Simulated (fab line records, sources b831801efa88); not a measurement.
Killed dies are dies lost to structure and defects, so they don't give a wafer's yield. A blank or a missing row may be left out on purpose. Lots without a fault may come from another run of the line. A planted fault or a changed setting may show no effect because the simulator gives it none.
A struck lot beside a sound one | flow sky130 | 15 steps out of a route of 708
Sound: wafers L601.1, L601.2, L601.4. Struck: wafers L606.1, L606.3, L606.5. The cause comes at the end.
At each step with rows: each side's tool, then ch and its chambers, then its first start. Under that, the readings that differ: sound wafers | struck wafers | difference of the means | sigmas: that difference in standard deviations of wafers without a fault.
alike: readings whose means differ by less than 2 such deviations, and words and numbers that are the same on both sides. not compared: withheld readings, readings that some wafer has no value for, bounds like >300 that may hide the same value, and numbers for which the record gives no deviation and whose values overlap.
The two part at a step that has a row with sigmas, a row that says differs or no value, or rows on one side only. Numbers that don't overlap but have no deviation are shown without sigmas and don't part them. A reading that every wafer of one side lacks parts them only if that side has two wafers or more.

first, 2 steps without rows for these wafers: SKY_NWELL_IMPLANT_12; SKY_NWELL_IMPLANT_13.
SKY_NWELL_STRIP_14: strips in O2/N2.
  sound on plasma_asher-02 ch 0,1, day 8 01:30; struck on plasma_asher-01 ch 0,1, day 9 01:25
  alike: chamber_pressure_mTorr, drypump_motor_current_A, oes_product_au, strip_time_to_endpoint_s
  not compared: rf_hours_counter_h
SKY_NWELL_TW_MEAS_15:
  sound on film_metro-02, day 8 01:36; struck on film_metro-02, day 9 01:31
  alike: NWELL_TW
then, 7 steps without rows for these wafers: SKY_NWELL_DEHYDRATE_16 (time 60 s); SKY_NWELL_HMDS_17 (prime time 60 s); SKY_NWELL_COAT_18 (resist thk 3000 nm); SKY_NWELL_SOFTBAKE_19; SKY_NWELL_EXPOSE_20 (exposes mask NWM COMPLEMENT, target cd 840 nm); SKY_NWELL_PEB_21; SKY_NWELL_DEVELOP_22 (develop time 60 s).
SKY_NWELL_OVL_MEAS_23:
  sound on overlay-01, day 8 21:57; struck on overlay-02, day 9 22:27
  alike: NWELL_01_OVL
SKY_NWELL_IMPLANT_24:
  sound on implanter-01 ch 0, day 8 21:59; struck on implanter-01 ch 0, day 9 22:29
  reading                   | sound                | struck               | difference | sigmas
  beam_energy_keV           | 139.98 140.01 140.00 | 147.49 147.51 147.56 | +7.52      | +99 or more
  model.implant.drp_nm (nm) | 95.47 95.47 95.47    | 97.34 97.34 97.34    | +1.87      |
  alike: end_station_pressure_torr
SKY_NWELL_STRIP_25: strips in O2/N2.
  sound on plasma_asher-03 ch 0,1, day 8 22:08; struck on plasma_asher-03 ch 0,1, day 9 22:38
  alike: chamber_pressure_mTorr, drypump_motor_current_A, oes_product_au, strip_time_to_endpoint_s
  not compared: rf_hours_counter_h
-- the record jumps here: 40 days lie between the struck wafers' starts before and after (it left off in module NWELL and takes up again in module PAD_OPEN, whose first step shown is number 708 of the route) --
SKY_PAD_OPEN_PROBE_99:
  sound on prober-02, day 49 06:33; struck on prober-01, day 50 05:09
  reading                                   | sound                | struck               | difference | sigmas
  killed_at_contacts                        | 26 34 33             | 27 14 15             | -12        | -2
  model.etest.res_iso_pwell.rs_ohm_sq       | 3510 3608 3582       | 2688 2606 2667       | -913       |
  model.etest.res_iso_pwell.line_ohm_um     | 1339 1361 1375       | 1008 981.7 989.9     | -365       |
  model.etest.field_n.vt_v (V)              | 35.56 35.65 35.64    | 35.43 34.81 35.25    | -0.45      |
  model.etest.nfet_05v0_nvt.vt_sat_v (V)    | 0.3098 0.3017 0.3069 | 0.2785 0.2794 0.2762 | -0.0281    |
  model.etest.nfet_05v0_nvt.body_rise_v (V) | 0.4175 0.4132 0.4108 | 0.3913 0.3933 0.3877 | -0.0231    |
  model.etest.nfet_05v0_nvt.vt_v (V)        | 0.3325 0.3267 0.3282 | 0.3085 0.3067 0.3004 | -0.0239    |
  model.etest.nfet_05v0_nvt.vt_long_v (V)   | 0.249 0.2436 0.2474  | 0.224 0.2266 0.2238  | -0.022     |
  alike: killed_at_M0_to_M3, killed_at_M4_up, killed_at_front_end, killed_at_other, killed_dies, killed_open, killed_short

WHERE THEY PART
First at SKY_NWELL_IMPLANT_24; last, within this record, at SKY_PAD_OPEN_PROBE_99.

WHY: what the simulator had put in
Process parameter drift: implanter-01, from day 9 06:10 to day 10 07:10, at SKY_NWELL_IMPLANT_24. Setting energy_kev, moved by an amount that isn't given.
